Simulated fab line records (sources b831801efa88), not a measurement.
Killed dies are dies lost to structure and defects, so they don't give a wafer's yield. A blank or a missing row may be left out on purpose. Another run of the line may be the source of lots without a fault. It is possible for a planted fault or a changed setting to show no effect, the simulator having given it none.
fab line records    flow sky130
record lots=15  wafers=45  lastDay=50
route steps=708 shown LDD_HVN@275
lots that met no fault: taken from a fault-free run of the same line
startH: hours from the record's first day to the start of the lot's first wafer shown    waitH: hours since the lot's step before    " identical to the entry in the row above    L1.1+2: a single row standing in for several wafers    - no value, or no start was given    * or withheld: withheld    < > ~ a bound
route shown NAME@n: NAME is a module with steps in the file, n the number in the route of the first one    usual: mean and standard deviation over wafers with no fault    same: alike in all rows    chamber/n: place in a boat    sites: the reading at each site    _std_site: their standard deviation    _edge_site: inner sites' mean taken away from outer sites' mean    radiusMm: for every site, how far away it sits from the centre of the wafer    mask NAME#n: copy n    behind: the most recent tool/chamber to have shaped the wafer    hold: the reason the lot was held/the length of the hold in hours/how it ended    device: which transistor (n, p or np) failed to switch    end of line: tests of these same wafers at the route's end    a step without rows: its recipe alone    killed: dies lost to structure and defects at the first sort, not the wafer's yield    map: shows each die of a wafer: x if killed, . if not, _ if none is there
set.NAME: the run value of the setting; set.NAME@STEP: its run value at that earlier step    model.NAME: the simulator's own value behind a step, which no gauge read
a sample of lots followed through the steps of the route, with each step as a table and each wafer as a row
services: a tool's chamber out of use, with start hour (startH, from the record's first day; less than 0 if before it), hours out, and reason
## steps
# step SKY_LDD_HVN_IMPLANT_08
# recipe species=P  energyKev=60  doseCm2=3e+13  tiltDeg=40
# usual beamEnergyKeV=59.999/0.02  beamOnS=9.98/0.2
lot.wafer  tool          chamber  startH  waitH  beamEnergyKeV  beamOnS
L189.1     implanter-03  0        500.04  0.0    59.998         9.90
L189.3     "             0        "       "      60.000         9.82
L189.6     "             0        "       "      59.970         10.01
L190.1     implanter-03  0        500.63  0.0    60.002         10.13
L190.4     "             0        "       "      59.967         10.20
L190.5     "             0        "       "      59.958         10.15
L192.2     implanter-03  0        528.01  0.0    60.011         10.02
L192.5     "             0        "       "      59.983         9.78
L192.6     "             0        "       "      60.002         9.79
L191.1     implanter-01  -        528.59  0.0    -              -
L191.4     "             -        "       "      -              -
L191.5     "             -        "       "      -              -
L194.1     implanter-01  -        536.09  0.0    -              -
L194.4     "             -        "       "      -              -
L194.5     "             -        "       "      -              -
L193.1     implanter-03  -        545.88  0.0    -              -
L193.4     "             -        "       "      -              -
L193.5     "             -        "       "      -              -
L196.1     implanter-02  0        560.13  0.0    60.014         10.11
L196.3     "             0        "       "      60.028         9.90
L196.6     "             0        "       "      60.002         10.01
L198.3     implanter-03  0        569.83  0.1    59.987         9.98
L198.5     "             0        "       "      60.008         10.02
L198.6     "             0        "       "      60.003         10.41
L202.1     implanter-03  0        580.48  0.0    59.963         10.00
L202.2     "             0        "       "      59.991         9.64
L202.3     "             0        "       "      59.997         10.31
L204.3     implanter-03  0        603.48  0.1    59.989         10.14
L204.5     "             0        "       "      60.031         10.31
L204.6     "             0        "       "      60.005         9.99
L205.2     implanter-01  0        612.65  0.0    60.019         10.02
L205.4     "             0        "       "      60.021         10.11
L205.5     "             0        "       "      60.023         10.16
L206.3     implanter-03  0        627.93  0.1    59.989         10.23
L206.4     "             0        "       "      60.009         9.98
L206.6     "             0        "       "      59.981         9.76
L208.1     implanter-03  0        630.78  0.0    59.991         9.76
L208.4     "             0        "       "      60.002         9.63
L208.5     "             0        "       "      60.007         9.84
L211.1     implanter-03  0        654.33  0.0    60.012         10.15
L211.2     "             0        "       "      60.002         9.83
L211.6     "             0        "       "      60.023         9.84
L212.1     implanter-03  0        658.89  0.0    59.995         10.04
L212.2     "             0        "       "      59.990         9.95
L212.6     "             0        "       "      60.018         9.73
# step SKY_LDD_HVN_TW_MEAS_10
# usual LDD_HVN_TW=1438/7
lot.wafer  tool          chamber  startH  waitH  LDD_HVN_TW
L189.1     filmMetro-03  -        500.29  0.1    1422
L189.3     "             -        "       "      1434
L189.6     "             -        "       "      1442
L190.1     filmMetro-01  -        500.88  0.1    1450
L190.4     "             -        "       "      1444
L190.5     "             -        "       "      1456
L192.2     filmMetro-01  -        528.25  0.1    1435
L192.5     "             -        "       "      1438
L192.6     "             -        "       "      1443
L191.1     filmMetro-03  -        528.84  0.1    30
L191.4     "             -        "       "      30
L191.5     "             -        "       "      30
L194.1     filmMetro-01  -        536.34  0.1    30
L194.4     "             -        "       "      30
L194.5     "             -        "       "      30
L193.1     filmMetro-02  -        546.13  0.1    30
L193.4     "             -        "       "      30
L193.5     "             -        "       "      30
L196.1     filmMetro-01  -        560.38  0.1    1443
L196.3     "             -        "       "      1438
L196.6     "             -        "       "      1439
L198.3     filmMetro-01  -        570.05  0.1    1445
L198.5     "             -        "       "      1436
L198.6     "             -        "       "      1438
L202.1     filmMetro-03  -        580.73  0.1    1427
L202.2     "             -        "       "      1429
L202.3     "             -        "       "      1433
L204.3     filmMetro-02  -        603.70  0.1    1434
L204.5     "             -        "       "      1434
L204.6     "             -        "       "      1421
L205.2     filmMetro-02  -        612.89  0.1    1441
L205.4     "             -        "       "      1435
L205.5     "             -        "       "      1430
L206.3     filmMetro-02  -        628.15  0.1    1425
L206.4     "             -        "       "      1433
L206.6     "             -        "       "      1428
L208.1     filmMetro-01  -        631.03  0.1    1440
L208.4     "             -        "       "      1436
L208.5     "             -        "       "      1440
L211.1     filmMetro-01  -        654.58  0.1    1441
L211.2     "             -        "       "      1435
L211.6     "             -        "       "      1443
L212.1     filmMetro-03  -        659.14  0.1    1422
L212.2     "             -        "       "      1433
L212.6     "             -        "       "      1434
## services
tool          chamber  startH  hours  kind
implanter-03  -        476.11  7.5    repair
implanter-01  -        488.58  4.3    pm
implanter-02  -        497.28  1.9    repair
implanter-03  -        516.28  8.8    repair
implanter-03  -        521.88  5.8    repair
implanter-01  -        574.63  2.2    repair
implanter-02  -        574.70  6.0    pm
implanter-03  -        582.66  3.8    pm
implanter-02  -        614.94  2.9    repair
implanter-01  -        654.19  3.7    pm
## key
firstSign step=SKY_LDD_HVN_IMPLANT_08  reading=toolRecord  direction=missing
effect step=SKY_LDD_HVN_TW_MEAS_10  reading=LDD_HVN_TW  direction=down  sigmas=99+  usual=1438  struck=30
metAt SKY_LDD_HVN_IMPLANT_08
struckLots L191,L193,L194
laterRowsLeftOut L191.1,L191.4,L191.5,L193.1,L193.4,L193.5,L194.1,L194.4,L194.5
sortLeftOut L191.1,L191.4,L191.5,L193.1,L193.4,L193.5,L194.1,L194.4,L194.5
testerLeftOut L191,L193,L194
onsetBetween 528.01 528.59
fault kind=skippedStepWhole  tool=implanter-01,implanter-03  chamber=-  onsetH=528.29  steps=SKY_LDD_HVN_IMPLANT_08  scope=struckLotsOnly
# testerLeftOut: of these lots the tester's yield and bins aren't shown, on N5 and GAA mostly nor the transistor test; their killed dies are dies lost to structure and defects alone, not to doping, threshold or leakage, so they don't give the yield
# sortLeftOut: the simulated sort isn't trusted on such a fault, so these wafers' sort isn't shown, and their yield isn't known
# laterRowsLeftOut: the simulator's readings of these wafers behind a module that went badly wrong aren't trusted and aren't shown, but for the sort
